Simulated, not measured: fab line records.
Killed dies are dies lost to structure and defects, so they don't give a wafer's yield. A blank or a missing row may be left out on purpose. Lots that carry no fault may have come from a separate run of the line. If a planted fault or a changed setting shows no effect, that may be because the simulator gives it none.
Which of the tools did it? :: flow sky130 :: 13 lots with 39 wafers sampled at 5 steps, on a route of 708 steps

## WHAT THE GAUGES SHOWED, per wafer
SKY_SONOS_ONO_THK_MEAS_03. Usual: SONOS_ONO_CVD_02_THK 10.55 nm, standard deviation 0.14.
lot: L734
measured: day 12 00:46
on: film_metro-02
SONOS_ONO_CVD_02_THK (nm): 10.34 10.35 10.34
flag: 

lot: L735
measured: day 12 09:19
on: film_metro-01
SONOS_ONO_CVD_02_THK (nm): 10.44 10.37 10.44
flag: 

lot: L736
measured: day 13 15:43
on: film_metro-04
SONOS_ONO_CVD_02_THK (nm): 10.68 10.68 10.58
flag: 

lot: L738
measured: day 13 19:17
on: film_metro-01
SONOS_ONO_CVD_02_THK (nm): 10.41 10.40 10.39
flag: 

lot: L739
measured: day 13 19:17
on: film_metro-02
SONOS_ONO_CVD_02_THK (nm): 10.38 10.34 10.28
flag: 

lot: L741
measured: day 14 03:12
on: film_metro-02
SONOS_ONO_CVD_02_THK (nm): 10.33 10.41 10.48
flag: 

lot: L740
measured: day 14 03:13
on: film_metro-04
SONOS_ONO_CVD_02_THK (nm): 10.59 10.71 10.52
flag: 

lot: L742
measured: day 14 14:37
on: film_metro-02
SONOS_ONO_CVD_02_THK (nm): 10.53 10.64 10.57
flag: 

lot: L746
measured: day 15 13:31
on: film_metro-01
SONOS_ONO_CVD_02_THK (nm): 10.62 10.64 10.46
flag: 

lot: L748
measured: day 16 03:50
on: film_metro-01
SONOS_ONO_CVD_02_THK (nm): 10.48 10.59 10.55
flag: 

lot: L749
measured: day 16 12:34
on: film_metro-02
SONOS_ONO_CVD_02_THK (nm): 10.45 10.36 10.32
flag: 

lot: L753
measured: day 18 00:52
on: film_metro-02
SONOS_ONO_CVD_02_THK (nm): 10.78 10.74 10.86
flag: 

lot: L754
measured: day 18 09:16
on: film_metro-04
SONOS_ONO_CVD_02_THK (nm): 10.60 10.82 10.81
flag: 

SKY_GATE_OXIDE_TW_MEAS_14. Usual: GATE_OXIDE_TW 222.9, standard deviation 1.2.
lot: L734
measured: day 14 06:30
on: film_metro-03
GATE_OXIDE_TW: 222.4 222.1 222.4
flag: 

lot: L735
measured: day 14 23:59
on: film_metro-02
GATE_OXIDE_TW: 223.4 223.8 224.6
flag: 

lot: L736
measured: day 16 05:59
on: film_metro-01
GATE_OXIDE_TW: 221.8 224.3 222.3
flag: 

lot: L738
measured: day 16 05:59
on: film_metro-03
GATE_OXIDE_TW: 221.5 222.9 223.6
flag: 

lot: L739
measured: day 16 06:34
on: film_metro-01
GATE_OXIDE_TW: 223.7 223.1 222.6
flag: 

lot: L741
measured: day 16 15:08
on: film_metro-03
GATE_OXIDE_TW: 222.3 223.6 222.9
flag: 

lot: L740
measured: day 16 14:51
on: film_metro-03
GATE_OXIDE_TW: 222.6 223.0 221.8
flag: 

lot: L742
measured: day 17 04:59
on: film_metro-03
GATE_OXIDE_TW: 222.8 223.7 222.4
flag: 

lot: L746
measured: day 18 00:25
on: film_metro-02
GATE_OXIDE_TW: 223.4 225.0 224.0
flag: 

lot: L748
measured: day 18 15:54
on: film_metro-03
GATE_OXIDE_TW: 221.7 221.6 221.9
flag: 

lot: L749
measured: day 19 03:17
on: film_metro-01
GATE_OXIDE_TW: 221.2 220.5 221.8
flag: 

lot: L753
measured: day 20 19:22
on: film_metro-02
GATE_OXIDE_TW: 223.1 223.2 223.0
flag: 

lot: L754
measured: day 21 03:27
on: film_metro-02
GATE_OXIDE_TW: 223.4 224.1 223.8
flag: 

SKY_LDD_P_CD_MEAS_07: target cd 380 nm. Usual: cd_nm at 379.4 nm, with a standard deviation of 2.1.
lot: L734
measured: day 19 07:19
on: cd_sem-02
cd_nm (nm): 381.4 380.9 381.8
flag: 

lot: L735
measured: day 20 12:22
on: cd_sem-01
cd_nm (nm): 382.2 382.0 385.4
flag: 

lot: L736
measured: day 21 17:25
on: cd_sem-01
cd_nm (nm): 381.1 380.6 380.5
flag: 

lot: L738
measured: day 21 16:24
on: cd_sem-02
cd_nm (nm): 380.4 380.1 379.8
flag: 

lot: L739
measured: day 22 06:24
on: cd_sem-02
cd_nm (nm): 378.0 377.1 379.4
flag: 

lot: L741
measured: day 22 11:01
on: cd_sem-02
cd_nm (nm): 383.9 381.6 381.7
flag: 

lot: L740
measured: day 22 07:38
on: cd_sem-02
cd_nm (nm): 379.8 378.5 379.3
flag: 

lot: L742
measured: day 22 14:10
on: cd_sem-01
cd_nm (nm): 377.7 379.2 380.7
flag: 

lot: L746
measured: day 23 19:14
on: cd_sem-02
cd_nm (nm): 379.4 379.7 375.9
flag: 

lot: L748
measured: day 23 23:04
on: cd_sem-01
cd_nm (nm): 380.6 393.6 393.6 380.1 393.3 393.9
flag: OFF

lot: L749
measured: day 24 03:30
on: cd_sem-01
cd_nm (nm): 392.7 376.6 393.6 392.6 376.7 394.0
flag: OFF

lot: L753
measured: day 26 09:29
on: cd_sem-01
cd_nm (nm): 375.6 379.4 378.0
flag: 

lot: L754
measured: day 26 13:02
on: cd_sem-01
cd_nm (nm): 380.6 377.5 380.1
flag: 

SKY_LDD_HVP_TW_MEAS_10. Usual: LDD_HVP_TW 455, standard deviation 3.2.
lot: L734
measured: day 22 07:16
on: film_metro-04
LDD_HVP_TW: 459 457 457
flag: 

lot: L735
measured: day 23 12:03
on: film_metro-03
LDD_HVP_TW: 452 453 454
flag: 

lot: L736
measured: day 23 23:40
on: film_metro-04
LDD_HVP_TW: 456 458 460
flag: 

lot: L738
measured: day 23 23:25
on: film_metro-04
LDD_HVP_TW: 461 459 460
flag: 

lot: L739
measured: day 24 17:12
on: film_metro-03
LDD_HVP_TW: 452 452 449
flag: 

lot: L741
measured: day 24 22:18
on: film_metro-03
LDD_HVP_TW: 452 449 451
flag: 

lot: L740
measured: day 24 18:43
on: film_metro-03
LDD_HVP_TW: 447 449 451
flag: 

lot: L742
measured: day 25 02:29
on: film_metro-02
LDD_HVP_TW: 457 456 458
flag: 

lot: L746
measured: day 26 06:52
on: film_metro-04
LDD_HVP_TW: 459 459 459
flag: 

lot: L748
measured: day 26 09:57
on: film_metro-04
LDD_HVP_TW: 457 458 460
flag: 

lot: L749
measured: day 26 14:13
on: film_metro-03
LDD_HVP_TW: 454 454 454
flag: 

lot: L753
measured: day 28 19:34
on: film_metro-04
LDD_HVP_TW: 457 457 459
flag: 

lot: L754
measured: day 28 22:34
on: film_metro-03
LDD_HVP_TW: 454 453 455
flag: 

## WHICH TOOL RAN EACH LOT (tool, then ch and the chambers of the sampled wafers, then the start)
lot: L734
SKY_LDD_P_DEVELOP_06: litho_track-04 ch 0, day 19 07:10

lot: L735
SKY_LDD_P_DEVELOP_06: litho_track-03 ch 0, day 20 12:13

lot: L736
SKY_LDD_P_DEVELOP_06: litho_track-03 ch 0, day 21 17:16

lot: L738
SKY_LDD_P_DEVELOP_06: litho_track-01 ch 0, day 21 16:15

lot: L739
SKY_LDD_P_DEVELOP_06: litho_track-01 ch 0, day 22 06:15

lot: L741
SKY_LDD_P_DEVELOP_06: litho_track-03 ch 0, day 22 10:52

lot: L740
SKY_LDD_P_DEVELOP_06: litho_track-04 ch 0, day 22 07:29

lot: L742
SKY_LDD_P_DEVELOP_06: litho_track-04 ch 0, day 22 14:02

lot: L746
SKY_LDD_P_DEVELOP_06: litho_track-03 ch 0, day 23 19:05

lot: L748
SKY_LDD_P_DEVELOP_06: litho_track-04 ch 0, day 23 22:55

lot: L749
SKY_LDD_P_DEVELOP_06: litho_track-04 ch 0, day 24 03:22

lot: L753
SKY_LDD_P_DEVELOP_06: litho_track-03 ch 0, day 26 09:14

lot: L754
SKY_LDD_P_DEVELOP_06: litho_track-03 ch 0, day 26 12:53
- SKY_LDD_P_DEVELOP_06: develop time 60 s.

## AS READ BY THE TOOLS THEMSELVES (means over the sampled wafers that have a number; for cases with no such wafer, the mark the record gives instead)
SKY_LDD_P_DEVELOP_06. Usual: developer_temp_C at 23.01 C, with a standard deviation of 0.095.
lot: L734
tool: litho_track-04
developer_temp_C (C): 22.99
flag: 

lot: L735
tool: litho_track-03
developer_temp_C (C): 22.99
flag: 

lot: L736
tool: litho_track-03
developer_temp_C (C): 22.92
flag: 

lot: L738
tool: litho_track-01
developer_temp_C (C): 22.93
flag: 

lot: L739
tool: litho_track-01
developer_temp_C (C): 23.04
flag: 

lot: L741
tool: litho_track-03
developer_temp_C (C): 23.14
flag: 

lot: L740
tool: litho_track-04
developer_temp_C (C): 23.00
flag: 

lot: L742
tool: litho_track-04
developer_temp_C (C): 23.00
flag: 

lot: L746
tool: litho_track-03
developer_temp_C (C): 23.04
flag: 

lot: L748
tool: litho_track-04
developer_temp_C (C): 23.01
flag: 

lot: L749
tool: litho_track-04
developer_temp_C (C): 23.13
flag: 

lot: L753
tool: litho_track-03
developer_temp_C (C): 23.05
flag: 

lot: L754
tool: litho_track-03
developer_temp_C (C): 23.00
flag: 

## THE ANSWER, worked out from the rows above alone
Rule: take the mean of a lot's wafers that have a number; if it is more than 3 standard deviations from the usual mean, the lot is off. Also off: a lot with no number at a reading for which 4 or more lots have one. All remaining lots with rows at the step are treated as sound. The gauges are gone through in route order, then the tools' own readings, and for those a lot's mean is taken as printed above. At the first step where some lot is off, the reading lying furthest off is the one used; lots without a number count as furthest.
Off, at SKY_LDD_P_CD_MEAS_07 on cd_nm: L748, L749.
If a tool, at a process step before that reading, ran all the lots that are off and no sound lot after the first of them, it fits. Gauges at SKY_LDD_P_CD_MEAS_07: tried the same way as those tools. One fits: litho_track-04 at SKY_LDD_P_DEVELOP_06. A fault onset in the window from L742 (day 22 14:02, its last sound lot) to L748 (day 23 22:55, its first lot off) fits.

## WHAT HAD BEEN PUT IN BY THE SIMULATOR
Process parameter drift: litho_track-04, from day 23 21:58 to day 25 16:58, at SKY_LDD_P_DEVELOP_06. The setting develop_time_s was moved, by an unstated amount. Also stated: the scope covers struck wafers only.
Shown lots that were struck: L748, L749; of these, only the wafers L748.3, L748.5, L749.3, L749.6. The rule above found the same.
